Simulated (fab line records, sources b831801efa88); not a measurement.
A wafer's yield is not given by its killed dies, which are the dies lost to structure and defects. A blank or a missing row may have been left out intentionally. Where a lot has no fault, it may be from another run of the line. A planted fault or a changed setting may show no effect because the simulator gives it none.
The tool behind it: which one? || flow gf180mcu || 14 lots with 40 wafers sampled at 3 steps, on a route of 602 steps

WHAT THE GAUGES SHOWED, per wafer
GF_HV_LDD_THK_MEAS_55.
{"lot": "L622", "measured": "day 12 06:32", "on": "film_metro-03", "HV_LDD_CVD_54_THK (nm)": "10.19 10.24 10.14"}
{"lot": "L623", "measured": "day 12 17:28", "on": "film_metro-03", "HV_LDD_CVD_54_THK (nm)": "10.14 10.25 10.08"}
{"lot": "L625", "measured": "day 13 03:25", "on": "film_metro-01", "HV_LDD_CVD_54_THK (nm)": "10.15 10.16 10.25"}
{"lot": "L624", "measured": "day 13 08:52", "on": "film_metro-01", "HV_LDD_CVD_54_THK (nm)": "10.04 10.03 10.35"}
{"lot": "L626", "measured": "day 13 10:15", "on": "film_metro-03", "HV_LDD_CVD_54_THK (nm)": "9.85 9.92 9.93"}
{"lot": "L627", "measured": "day 13 20:56", "on": "film_metro-02", "HV_LDD_CVD_54_THK (nm)": "10.12 10.11 10.14"}
{"lot": "L631", "measured": "day 15 08:30", "on": "film_metro-03", "HV_LDD_CVD_54_THK (nm)": "9.82 9.84"}
{"lot": "L633", "measured": "day 16 01:46", "on": "film_metro-01", "HV_LDD_CVD_54_THK (nm)": "9.98 9.81"}
{"lot": "L634", "measured": "day 16 07:19", "on": "film_metro-02", "HV_LDD_CVD_54_THK (nm)": "9.81 9.96 9.91"}
{"lot": "L638", "measured": "day 17 18:23", "on": "film_metro-02", "HV_LDD_CVD_54_THK (nm)": "10.06 10.06 10.23"}
{"lot": "L642", "measured": "day 19 09:00", "on": "film_metro-01", "HV_LDD_CVD_54_THK (nm)": "10.00 9.99 9.90"}
{"lot": "L643", "measured": "day 19 15:34", "on": "film_metro-03", "HV_LDD_CVD_54_THK (nm)": "9.96 9.78 9.92"}
{"lot": "L644", "measured": "day 20 00:11", "on": "film_metro-03", "HV_LDD_CVD_54_THK (nm)": "9.79 10.01 9.87"}
{"lot": "L645", "measured": "day 20 04:44", "on": "film_metro-01", "HV_LDD_CVD_54_THK (nm)": "9.87 9.90 9.88"}

GF_SAB_THK_MEAS_01.
{"lot": "L622", "measured": "day 13 23:33", "on": "film_metro-03", "SAB_CVD_00_THK (nm)": "48.2 48.9 49.2"}
{"lot": "L623", "measured": "day 14 13:33", "on": "film_metro-04", "SAB_CVD_00_THK (nm)": "48.9 49.8 49.8"}
{"lot": "L625", "measured": "day 14 22:25", "on": "film_metro-03", "SAB_CVD_00_THK (nm)": "49.6 49.0 50.1"}
{"lot": "L624", "measured": "day 15 05:01", "on": "film_metro-01", "SAB_CVD_00_THK (nm)": "48.9 49.1 50.0"}
{"lot": "L626", "measured": "day 15 08:16", "on": "film_metro-01", "SAB_CVD_00_THK (nm)": "48.5 50.3 49.9"}
{"lot": "L627", "measured": "day 15 17:46", "on": "film_metro-04", "SAB_CVD_00_THK (nm)": "49.3 49.0 50.2"}
{"lot": "L631", "measured": "day 17 07:12", "on": "film_metro-03", "SAB_CVD_00_THK (nm)": "50.2 50.4"}
{"lot": "L633", "measured": "day 18 02:52", "on": "film_metro-03", "SAB_CVD_00_THK (nm)": "49.0 50.3"}
{"lot": "L634", "measured": "day 18 08:48", "on": "film_metro-04", "SAB_CVD_00_THK (nm)": "50.3 49.5 49.4"}
{"lot": "L638", "measured": "day 19 21:58", "on": "film_metro-01", "SAB_CVD_00_THK (nm)": "50.0 50.1 51.3"}
{"lot": "L642", "measured": "day 21 11:18", "on": "film_metro-03", "SAB_CVD_00_THK (nm)": "48.9 50.1 50.3"}
{"lot": "L643", "measured": "day 21 18:04", "on": "film_metro-03", "SAB_CVD_00_THK (nm)": "48.7 49.5 49.8"}
{"lot": "L644", "measured": "day 22 03:26", "on": "film_metro-04", "SAB_CVD_00_THK (nm)": "49.5 50.8 50.7"}
{"lot": "L645", "measured": "day 22 06:46", "on": "film_metro-03", "SAB_CVD_00_THK (nm)": "48.7 49.9 50.1"}

EACH LOT AND THE TOOL THAT RAN IT (in order: tool; ch and the chambers of the sampled wafers; start)
{"lot": "L622", "GF_POLY_GATE_SOFTBAKE_06": "litho_track-03 ch 0, day 8 16:00"}
{"lot": "L623", "GF_POLY_GATE_SOFTBAKE_06": "litho_track-03 ch 0, day 9 02:00"}
{"lot": "L625", "GF_POLY_GATE_SOFTBAKE_06": "litho_track-01 ch 0, day 9 13:00"}
{"lot": "L624", "GF_POLY_GATE_SOFTBAKE_06": "litho_track-01 ch 0, day 9 16:00"}
{"lot": "L626", "GF_POLY_GATE_SOFTBAKE_06": "litho_track-01 ch 0, day 9 18:00"}
{"lot": "L627", "GF_POLY_GATE_SOFTBAKE_06": "litho_track-02 ch 0, day 10 03:00"}
{"lot": "L631", "GF_POLY_GATE_SOFTBAKE_06": "litho_track-02 ch 0, day 11 08:00"}
{"lot": "L633", "GF_POLY_GATE_SOFTBAKE_06": "litho_track-02 ch 0, day 12 00:00"}
{"lot": "L634", "GF_POLY_GATE_SOFTBAKE_06": "litho_track-02 ch 0, day 12 07:00"}
{"lot": "L638", "GF_POLY_GATE_SOFTBAKE_06": "litho_track-01 ch 0, day 13 11:00"}
{"lot": "L642", "GF_POLY_GATE_SOFTBAKE_06": "litho_track-03 ch 0, day 14 18:00"}
{"lot": "L643", "GF_POLY_GATE_SOFTBAKE_06": "litho_track-01 ch 0, day 14 23:00"}
{"lot": "L644", "GF_POLY_GATE_SOFTBAKE_06": "litho_track-02 ch 0, day 15 05:00"}
{"lot": "L645", "GF_POLY_GATE_SOFTBAKE_06": "litho_track-03 ch 0, day 15 16:00"}
- GF_POLY_GATE_SOFTBAKE_06: time 60 s.

AS READ BY THE TOOLS THEMSELVES (means over the sampled wafers that have a number; for cases with no such wafer, the mark the record gives instead)
GF_POLY_GATE_SOFTBAKE_06.
{"lot": "L622", "tool": "litho_track-03", "run_length_s (s)": 89.49}
{"lot": "L623", "tool": "litho_track-03", "run_length_s (s)": 89.37}
{"lot": "L625", "tool": "litho_track-01", "run_length_s (s)": 89.21}
{"lot": "L624", "tool": "litho_track-01", "run_length_s (s)": 89.06}
{"lot": "L626", "tool": "litho_track-01", "run_length_s (s)": 89.15}
{"lot": "L627", "tool": "litho_track-02", "run_length_s (s)": 89.47}
{"lot": "L631", "tool": "litho_track-02", "run_length_s (s)": 91.33}
{"lot": "L633", "tool": "litho_track-02", "run_length_s (s)": 90.39}
{"lot": "L634", "tool": "litho_track-02", "run_length_s (s)": 90.78}
{"lot": "L638", "tool": "litho_track-01", "run_length_s (s)": 89.11}
{"lot": "L642", "tool": "litho_track-03", "run_length_s (s)": 89.34}
{"lot": "L643", "tool": "litho_track-01", "run_length_s (s)": 89.15}
{"lot": "L644", "tool": "litho_track-02", "run_length_s (s)": 89.46}
{"lot": "L645", "tool": "litho_track-03", "run_length_s (s)": 89.39}

THE ANSWER, worked out from the rows above alone
Rule: the lots themselves supply what counts as usual. Put in order of their means at a reading, lots are off if they are a third of the lots or fewer, leave a main group of 4 or more, and stand apart from it by a gap of 3 or more times the standard deviation of the main group's means; of several such gaps the widest counts. The tables above print the reading to a certain number of digits; a main group whose means all agree to those digits is not used. Also off: a lot with no number at a reading for which 4 or more lots have one. The other lots that the step has rows for count as sound. Order of review: gauges by route order, followed by the tools' own readings, for which a lot's mean as printed above is used. At the first step where some lot is off, the reading lying furthest off is the one used; lots without a number count as furthest.
Off, at GF_POLY_GATE_SOFTBAKE_06 on run_length_s: L631, L633, L634. The main group has a mean of 89.29 s with a standard deviation of 0.15.
A tool fits if, at that step or a process step before it, it ran every lot that is off, and no sound lot after the first of them. No candidate that was tried fits.

WHAT THE SIMULATOR HAD PUT IN
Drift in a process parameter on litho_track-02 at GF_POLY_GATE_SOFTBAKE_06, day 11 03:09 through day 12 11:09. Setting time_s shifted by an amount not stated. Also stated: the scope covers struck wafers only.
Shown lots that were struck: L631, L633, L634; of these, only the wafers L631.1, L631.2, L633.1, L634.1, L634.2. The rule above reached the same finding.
